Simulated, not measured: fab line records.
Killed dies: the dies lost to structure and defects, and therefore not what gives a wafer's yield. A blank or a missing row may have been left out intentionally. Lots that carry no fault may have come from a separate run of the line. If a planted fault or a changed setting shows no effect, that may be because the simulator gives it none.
A single fault, viewed from 2 desks / flow gf180mcu / each desk has only its own numbers; what lay behind them comes last

== FROM THE METROLOGY DESK ==
Means of the sampled wafers that have a number, per lot and without regard to the tool the lot ran on: this is what the gauges read. The brackets show how far a lot's mean lies from the usual mean; more than 4 standard deviations puts the lot out of limits, marked OUT.
Columns: A = M4_OVL at GF_M4_OVL_MEAS_15, usual -2 nm
lot=L773; first seen here=day 23 19:19; A=-10
lot=L774; first seen here=day 24 04:37; A=3
lot=L777; first seen here=day 25 06:55; A=2
lot=L778; first seen here=day 25 19:44; A=-3
lot=L786; first seen here=day 28 13:31; A=2
lot=L787; first seen here=day 28 13:52; A=-3
lot=L788; first seen here=day 29 02:10; A=-4
lot=L789; first seen here=day 29 05:10; A=-9
lot=L790; first seen here=day 29 07:10; A=0
lot=L791; first seen here=day 29 16:01; A=-2
lot=L792; first seen here=day 29 21:01; A=-3
lot=L793; first seen here=day 30 04:05; A=1
lot=L794; first seen here=day 30 12:55; A=-14
lot=L795; first seen here=day 30 14:08; A=10
This desk's verdict: no lot among the 14 shows anything out of limits.

== DESK OF THE TOOL OWNER: wet-bench-03 ==
The tool's own readings at GF_M4_STRIP_18 (strips in post etch residue remover, time 1200 s): means of the sampled wafers that have a number, for each lot that ran on this tool. The brackets show how far a lot's mean lies from the usual mean; more than 4 standard deviations puts the lot out of limits, marked OUT.
Columns: A = bath-guard-temp-C at GF_M4_STRIP_18, usual 72.4 C; B = bath-heat-duty-pct at GF_M4_STRIP_18, usual 14.2 %
lot=L791; first seen here=day 29 16:16; A=72.3; B=14.1
lot=L792; first seen here=day 29 21:16; A=72.0; B=13.6
lot=L794; first seen here=day 30 13:10; A=72.3; B=13.6
This desk's verdict: no lot among the 3 shows anything out of limits.

== PUT TOGETHER ==
Nothing out of limits was seen by the metrology desk.
The tool owner's desk saw nothing out of limits.

== WHAT WAS PUT IN BY THE SIMULATOR ==
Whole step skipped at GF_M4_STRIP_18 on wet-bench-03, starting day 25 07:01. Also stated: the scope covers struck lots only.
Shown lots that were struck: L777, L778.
